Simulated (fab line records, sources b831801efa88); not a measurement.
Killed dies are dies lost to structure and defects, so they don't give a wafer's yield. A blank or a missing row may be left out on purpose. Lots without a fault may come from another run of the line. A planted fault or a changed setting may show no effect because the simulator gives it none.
Problem report in the 8D (eight disciplines) form, filled by code | flow gf180mcu | the parts of the form that need people (team, actions taken, sign-off) are left out

1. THE PROBLEM
HV_LDD_3_TW at GF_HV_LDD_TW_MEAS_38 reads a mean of 1378 on 6 wafers of 2 lots; wafers without a fault read 1438 with a standard deviation of 6. That is -10 standard deviations from the usual mean.
First seen on wafer L184.1, day 13 06:26, on film_metro-03. The record holds 33 wafers of 11 lots with a number at this step. Rule for "out", or "out of limits": more than 4 standard deviations from the usual mean. The other wafers with a number count as sound.

2. WHAT IT IS AND WHAT IT IS NOT
question                    | is                           | is not
which readings at this step | HV_LDD_3_TW                  | -
which lots                  | L184, L187                   | L180, L182, L189, L191, L195, L196, L198, L201, L202
which wafers of those lots  | all that have a number       | -
read on which gauges        | film_metro-02, film_metro-03 | film_metro-04
when                        | from day 13 06:26            | up to then (6 sound wafers); but 21 sound wafers of L189, L191, L195, L196, L198, L201, L202 came after

3. SUSPECTS, AND WHAT RULES EACH OUT
Counting: a tool at a process step up to the reading stays a suspect if it ran every lot that is out and no sound lot after the first of them.
- the gauge at GF_HV_LDD_TW_MEAS_38: ruled out. The wafers that are out were read on 2 gauges (film_metro-02, film_metro-03).
- implanter-03 at GF_HV_LDD_IMPLANT_34: ruled out as a lasting fault. Sound lots L195, L196, L201, L202 ran on it after its first lot that is out, L184 (day 13 05:53).
Left after counting: nothing in the record.

4. THE CAUSE (what the simulator had put in)
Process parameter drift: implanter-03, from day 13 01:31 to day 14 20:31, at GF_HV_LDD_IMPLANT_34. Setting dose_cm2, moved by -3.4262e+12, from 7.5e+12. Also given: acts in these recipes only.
Counting ruled it out, wrongly: the rule takes a fault to strike every lot that its tool runs from its start on, and this one did not.

5. THE CHAIN OF EFFECTS, in route order
Each row: a reading whose mean over the struck wafers that have a number lies more than 3 standard deviations from the usual. Only readings for which the record gives a usual standard deviation are gone through. hours: the time from each lot's start at the first step in this table that gives one to its start at this step, as a median over the lots. sigmas: the change in usual standard deviations.
hours | step                 | reading            | usual        | on struck wafers | change   | sigmas
0     | GF_HV_LDD_IMPLANT_34 | dose_ions_cm2      | 7.5e+12      | 4.1e+12          | -3.4e+12 | -99 or more
0     | GF_HV_LDD_IMPLANT_34 | faraday_current_uA | 42.4         | 22.9             | -19.5    | -24
1     | GF_HV_LDD_TW_MEAS_38 | HV_LDD_3_TW        | 1438         | 1378             | -60      | -10
22    | GF_HV_LDD_RS_MEAS_53 | HV_LDD_RS          | 418.1 ohm/sq | 428.2            | +10.1    | +12
The process steps in it:
- GF_HV_LDD_IMPLANT_34

6. WHAT WOULD HAVE CAUGHT IT SOONER
In this record the first reading out of limits at a measuring or inspecting step was taken at day 13 06:26, 5 hours after the fault began at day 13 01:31.
The tool's own readings at GF_HV_LDD_IMPLANT_34 were out on every struck wafer that the step has a row for (dose_ions_cm2, faraday_current_uA): an alarm limit on them would have fired on the first of those.
